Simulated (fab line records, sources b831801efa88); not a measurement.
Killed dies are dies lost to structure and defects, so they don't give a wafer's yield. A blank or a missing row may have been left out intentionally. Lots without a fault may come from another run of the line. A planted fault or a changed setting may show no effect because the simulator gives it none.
A struck lot beside a sound one | flow sfq_line | 17 steps out of a route of 325
Sound: these wafers, L218.1, L218.2, L218.5. Wafers L226.2, L226.3, L226.5 were the ones struck. The cause is named last.
For every step that has rows: the tool of each side, followed by ch and its chambers, followed by its first start. Under that, the readings that differ: sound wafers | struck wafers | difference of the means | sigmas: that difference in standard deviations of wafers without a fault.
alike: a reading whose means differ by less than 2 such deviations, as well as words and numbers matching on both sides. not compared: withheld readings; readings where some wafer has no value; bounds like >300 that might hide an equal value; numbers whose values overlap and for which the record gives no deviation.
Wherever a step has rows on one side only, a row that says differs or no value, or a row with sigmas, the two part there. Numbers that have no deviation but don't overlap get no sigmas and don't part them. Lack of a reading on every wafer of one side parts them only where that side has two or more wafers.

SFQ_TRILAYER_I3_VIA_BARC_OPEN_VIA_ETCH_121: etches BARC in O2, target depth 125 nm, time 41.7 s.
  sound on rie_diel-02 ch 2,3, day 55 23:07; struck on rie_diel-03 ch 2,3, day 58 06:19
  alike: drypump_motor_current_A, oes_product_au, rf_fwd_power_W
  not compared: rf_hours_counter_h
SFQ_TRILAYER_I3_VIA_ETCH_VIA_ETCH_088: etches SiO2 in CHF3, stops on Nb, target depth 260 nm.
  sound on rie_diel-02 ch 2,3, day 55 23:09; struck on rie_diel-03 ch 2,3, day 58 06:21
  alike: drypump_motor_current_A, oes_product_au, rf_fwd_power_W
SFQ_TRILAYER_I3_VIA_STRIP_STRIP_089: strips in O2.
  sound on rie_metal-02 ch 0,1, day 55 23:16; struck on rie_metal-02 ch 0, day 58 06:40
  alike: drypump_motor_current_A, oes_product_au
  not compared: rf_hours_counter_h
then, 2 steps without rows for these wafers: SFQ_TRILAYER_I3_VIA_STRIP_SOLV_CLEAN_090 (cleans in NMP, time 600 s); SFQ_TRILAYER_M4_DEP_PRE_CLEAN_092 (time 22.5 s).
SFQ_TRILAYER_M4_DEP_SPUTTER_091: material Nb, target thk 200 nm, time 133.3 s.
  sound on pvd_sputter-03 at day 56 00:04; struck on pvd_sputter-05 at day 58 07:52
  alike: throttle_valve_pct
SFQ_M4_RS_MEAS_924: a four-point-probe measurement.
  sound on film_metro-04 at day 56 00:10; struck on film_metro-04 at day 58 07:59
  alike: M4_NB_RS
then, 4 steps without rows for these wafers: SFQ_TRILAYER_M4_LITHO_COAT_098 (resist thk 62 nm); SFQ_TRILAYER_M4_LITHO_COAT_093 (resist thk 600 nm); SFQ_TRILAYER_M4_LITHO_SOFTBAKE_097; SFQ_TRILAYER_M4_LITHO_EXPOSE_094 (exposes mask M4, target cd 500 nm).
-- the record jumps here: 5 days lie between the struck wafers' starts before and after --
SFQ_TRILAYER_M4_LITHO_PEB_096: peb time 60 s.
  sound on litho_track-03 ch 0, day 61 06:06; struck on litho_track-03 ch 0, day 63 06:43
then, 1 step without rows for these wafers: SFQ_TRILAYER_M4_LITHO_DEVELOP_095 (time 60 s).
SFQ_M4_OVL_MEAS_926:
  sound on overlay-02 at day 61 06:24; struck on overlay-01 at day 63 06:59
  alike: M4_OVL
SFQ_TRILAYER_M4_BARC_OPEN_METAL_ETCH_123: etches BARC in O2, target depth 125 nm, time 41.7 s.
  sound on rie_metal-04 ch 0,1, day 61 06:26; struck on rie_metal-04 ch 0,1, day 63 07:01
  reading             | sound             | struck            | difference | sigmas
  model.M4.cd_nm (nm) | 497.7 497.4 498.1 | 478.1 480.1 480.2 | -18.3      |
  alike: drypump_motor_current_A, oes_product_au, rf_fwd_power_W
  not compared: rf_hours_counter_h
SFQ_TRILAYER_M4_ETCH_METAL_ETCH_096: etches Nb in Cl2/Ar, stops on SiO2, target depth 240 nm, time 120 s.
  sound on rie_metal-04 ch 0,1, day 61 06:30; struck on rie_metal-04 ch 0,1, day 63 07:05
  reading             | sound             | struck            | difference | sigmas
  model.M4.cd_nm (nm) | 497.8 495.7 497.9 | 476.8 478.6 480.4 | -18.5      |
  alike: drypump_motor_current_A, oes_product_au, rf_fwd_power_W
  not compared: rf_hours_counter_h
SFQ_TRILAYER_M4_STRIP_STRIP_097: strips in O2.
  sound on rie_metal-04 ch 0,1, day 61 06:37; struck on rie_metal-04 ch 0,1, day 63 07:12
  alike: drypump_motor_current_A, oes_product_au
  not compared: rf_hours_counter_h

== WHERE THEY PART ==
Nowhere in this record.

WHY: what the simulator had put in
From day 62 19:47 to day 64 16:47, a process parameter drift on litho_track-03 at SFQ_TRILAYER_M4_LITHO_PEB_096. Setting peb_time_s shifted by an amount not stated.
